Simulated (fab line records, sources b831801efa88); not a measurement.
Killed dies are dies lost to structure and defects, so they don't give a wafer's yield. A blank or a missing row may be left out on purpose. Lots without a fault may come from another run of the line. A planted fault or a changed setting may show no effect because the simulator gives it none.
A struck lot beside a sound one | flow sky130 | 43 steps out of a route of 708
Sound: wafers L788.1, L788.4, L788.6. Struck: wafers L799.2, L799.3, L799.6. The cause comes at the end.
At each step with rows: each side's tool, then ch and its chambers, then its first start. Under that, the readings that differ: sound wafers | struck wafers | difference of the means | sigmas: that difference in standard deviations of wafers without a fault.
alike: readings whose means differ by less than 2 such deviations, and words and numbers that are the same on both sides. not compared: withheld readings, readings that some wafer has no value for, bounds like >300 that may hide the same value, and numbers for which the record gives no deviation and whose values overlap.
The two part at a step that has a row with sigmas, a row that says differs or no value, or rows on one side only. Numbers that don't overlap but have no deviation are shown without sigmas and don't part them. A reading that every wafer of one side lacks parts them only if that side has two wafers or more.

first, 7 steps without rows for these wafers: SKY_POLY_GATE_HMDS_06 (prime time 60 s); SKY_POLY_GATE_COAT_07 (resist thk 110 nm); SKY_POLY_GATE_COAT_08 (resist thk 450 nm); SKY_POLY_GATE_SOFTBAKE_09 (time 90 s); SKY_POLY_GATE_EXPOSE_10 (exposes mask P1M, target cd 150 nm); SKY_POLY_GATE_PEB_11; SKY_POLY_GATE_DEVELOP_12 (develop time 60 s).
SKY_POLY_GATE_CD_MEAS_13: target cd 150 nm.
  sound on cd_sem-01, day 16 17:46; struck on cd_sem-01, day 21 01:51
  alike: cd_nm
SKY_POLY_GATE_OVL_MEAS_14:
  sound on overlay-02, day 16 17:53; struck on overlay-02, day 21 01:58
  alike: POLY_GATE_OVL
SKY_POLY_GATE_ETCH_15: etches BARC in N2/H2, stops on SiO2, time 118.5 s, target depth 110 nm.
  sound on rie_diel-03 ch 2,3, day 16 17:56; struck on rie_diel-03 ch 1,3, day 21 01:59
  alike: drypump_motor_current_A, oes_product_au, throttle_valve_pct
  not compared: rf_hours_counter_h
SKY_POLY_GATE_ETCH_16: etches Si3N4 in CH3F/O2, stops on poly-Si, time 147.5 s, target depth 75 nm.
  sound on rie_diel-03 ch 2,3, day 16 18:01; struck on rie_diel-03 ch 1,3, day 21 02:04
  alike: drypump_motor_current_A, oes_product_au, throttle_valve_pct
  not compared: rf_hours_counter_h
SKY_POLY_GATE_ETCH_17: etches poly-Si in HBr/Cl2, stops on SiO2, target depth 180 nm, time 70.5 s.
  sound on rie_si-02 ch 1,2, day 16 18:07; struck on rie_si-01 ch 1,2, day 21 02:10
  alike: drypump_motor_current_A, oes_product_au, throttle_valve_pct
  not compared: rf_hours_counter_h
SKY_POLY_GATE_STRIP_18: strips in O2/N2.
  sound on plasma_asher-01 ch 0, day 16 18:10; struck on plasma_asher-03 ch 0, day 21 02:13
  reading                      | sound          | struck         | difference | sigmas
  strip_time_to_endpoint_s (s) | 3.13 3.13 3.15 | 3.21 3.20 3.24 | +0.08      | +2
  alike: drypump_motor_current_A, oes_product_au
  not compared: rf_hours_counter_h
then, 2 steps without rows for these wafers: SKY_POLY_GATE_CLEAN_19 (cleans in SC1/SC2, time 150 s); SKY_POLY_GATE_OXIDATION_20 (stabilise 600 s, purge 300 s, target thk 4 nm).
SKY_POLY_GATE_THK_MEAS_21:
  sound on film_metro-04, day 16 19:34; struck on film_metro-02, day 21 03:41
  reading                      | sound          | struck         | difference | sigmas
  POLY_GATE_OXIDATION_THK (nm) | 3.94 3.96 4.12 | 4.25 4.15 4.21 | +0.20      | +2
SKY_POLY_GATE_CD_MEAS_22:
  sound on cd_sem-02, day 16 19:38; struck on cd_sem-01, day 21 03:46
  alike: cd_nm
then, 7 steps without rows for these wafers: SKY_LDD_N_DEHYDRATE_00 (time 60 s); SKY_LDD_N_HMDS_01 (prime time 60 s); SKY_LDD_N_COAT_02 (resist thk 300 nm); SKY_LDD_N_SOFTBAKE_03 (time 60 s); SKY_LDD_N_EXPOSE_04 (exposes mask NTM, target cd 840 nm); SKY_LDD_N_PEB_05; SKY_LDD_N_DEVELOP_06 (develop time 60 s).
SKY_LDD_N_OVL_MEAS_07:
  sound on overlay-02, day 18 00:37; struck on overlay-01, day 22 10:11
  alike: LDD_N_OVL
then, 8 steps without rows for these wafers: SKY_LDD_N_IMPLANT_08; SKY_LDD_N_IMPLANT_09; SKY_LDD_N_IMPLANT_10; SKY_LDD_N_IMPLANT_11; SKY_LDD_N_IMPLANT_12; SKY_LDD_N_IMPLANT_13; SKY_LDD_N_IMPLANT_14; SKY_LDD_N_IMPLANT_15.
SKY_LDD_N_STRIP_16: strips in O2/N2.
  sound on plasma_asher-02 ch 0,1, day 18 01:52; struck on plasma_asher-01 ch 0,1, day 22 11:25
  alike: drypump_motor_current_A, oes_product_au, strip_time_to_endpoint_s
  not compared: rf_hours_counter_h
SKY_LDD_N_TW_MEAS_17:
  sound on film_metro-01, day 18 01:58; struck on film_metro-04, day 22 11:32
  alike: LDD_N_TW
then, 7 steps without rows for these wafers: SKY_LDD_P_DEHYDRATE_00 (time 60 s); SKY_LDD_P_HMDS_01 (prime time 60 s); SKY_LDD_P_COAT_02 (resist thk 1140 nm); SKY_LDD_P_SOFTBAKE_03 (time 60 s); SKY_LDD_P_EXPOSE_04 (exposes mask PSDM, target cd 380 nm); SKY_LDD_P_PEB_05; SKY_LDD_P_DEVELOP_06 (develop time 60 s).
-- the record jumps here: 26 days lie between the struck wafers' starts before and after (it left off in module LDD_P and takes up again in module PAD_OPEN, whose first step shown is number 708 of the route) --
SKY_PAD_OPEN_PROBE_99:
  sound on prober-01, day 45 22:55; struck on prober-02, day 48 21:47
  reading             | sound    | struck                                                                     | difference                   | sigmas
  hold                | - - -    | await_dispo/2.7h/release await_dispo/2.7h/release await_dispo/2.7h/release | no value on the sound wafers |
  killed_at_front_end | 14 8 11  | 56 73 66                                                                   | +54                          | +11
  killed_dies         | 77 97 85 | 131 130 145                                                                | +49                          | +5
  alike: killed_at_M0_to_M3, killed_at_M4_up, killed_at_contacts, killed_at_other, killed_open, killed_short

WHERE THEY PART
First at SKY_POLY_GATE_STRIP_18; last, within this record, at SKY_PAD_OPEN_PROBE_99.

WHY: what the simulator had put in
Chamber particle source: plasma_asher-03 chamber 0, from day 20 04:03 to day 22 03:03, at SKY_POLY_GATE_STRIP_18. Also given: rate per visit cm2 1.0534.
